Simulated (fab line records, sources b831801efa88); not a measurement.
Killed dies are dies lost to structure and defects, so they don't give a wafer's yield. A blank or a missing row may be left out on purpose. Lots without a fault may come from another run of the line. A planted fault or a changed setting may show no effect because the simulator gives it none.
Problem report in the 8D (eight disciplines) form, filled by code | flow sky130 | the parts of the form that need people (team, actions taken, sign-off) are left out

1. THE PROBLEM
cathode_dc_power_W at SKY_METAL5_SPUTTER_01 reads a mean of 7256.5 W on 4 wafers of 3 lots; wafers without a fault read 6500.0 W with a standard deviation of 1.1. That is +99 or more standard deviations from the usual mean.
The step: material TiN, target thk 20 nm, time 16.7 s.
First seen on wafer L276.1, day 47 13:49, on pvd_sputter-04. The record holds 21 wafers of 7 lots with a number at this step. Rule for "out", or "out of limits": more than 4 standard deviations from the usual mean. The other wafers with a number count as sound.

2. WHAT IT IS AND WHAT IT IS NOT
question                    | is                             | is not
which readings at this step | cathode_dc_power_W             | throttle_valve_pct
which lots                  | L275, L276, L279               | L261, L263, L266, L282
which wafers of those lots  | L275.4, L276.1, L276.5, L279.2 | L275.1, L275.6, L276.3, L279.3, L279.6
read on which tools         | pvd_sputter-04                 | pvd_sputter-02, pvd_sputter-03
when                        | from day 47 13:49              | up to then (10 sound wafers); but 7 sound wafers of L275, L279, L282 came after

3. SUSPECTS, AND WHAT RULES EACH OUT
Counting: a tool at a process step up to the reading stays a suspect if it ran every lot that is out. Sound lots after the first of them don't rule it out here, since some wafers of a struck lot are sound.
- plasma_asher-01 at SKY_VIA4_STRIP_13 (strips in O2/N2): kept. It ran every lot that is out, first L276 (day 47 12:30); its last sound lot up to then is L266 (day 45 01:40).
- pvd_sputter-04 at SKY_METAL5_SPUTTER_00 (material Ti, target thk 15 nm, time 10 s): kept. It ran every lot that is out, first L276 (day 47 13:47); its last sound lot up to then is L266 (day 45 02:56).
- pvd_sputter-04 at SKY_METAL5_SPUTTER_01 (material TiN, target thk 20 nm, time 16.7 s): kept. It ran every lot that is out, first L276 (day 47 13:49); its last sound lot up to then is L266 (day 45 02:58). Its own readings are out on those wafers: cathode_dc_power_W.
Left after counting: plasma_asher-01 at SKY_VIA4_STRIP_13, pvd_sputter-04 at SKY_METAL5_SPUTTER_00, pvd_sputter-04 at SKY_METAL5_SPUTTER_01.

4. THE CAUSE (what the simulator had put in)
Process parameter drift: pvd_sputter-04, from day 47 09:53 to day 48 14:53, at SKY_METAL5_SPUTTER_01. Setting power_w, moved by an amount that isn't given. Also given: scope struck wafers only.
Counting left 3 suspects, and this tool is among them.

5. THE CHAIN OF EFFECTS, in route order
Each row: a reading whose mean over the struck wafers that have a number lies more than 3 standard deviations from the usual. Only readings for which the record gives a usual standard deviation are gone through. hours: the time from each lot's start at the first step in this table that gives one to its start at this step, as a median over the lots. sigmas: the change in usual standard deviations.
hours | step                  | reading            | usual    | on struck wafers | change | sigmas
0     | SKY_METAL5_SPUTTER_01 | cathode_dc_power_W | 6500.0 W | 7256.5           | +756.5 | +99 or more
The process steps in it:
- SKY_METAL5_SPUTTER_01: material TiN, target thk 20 nm, time 16.7 s.

6. WHAT WOULD HAVE CAUGHT IT SOONER
In this record the first reading out of limits was taken at day 47 13:49, 4 hours after the fault began at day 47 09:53.
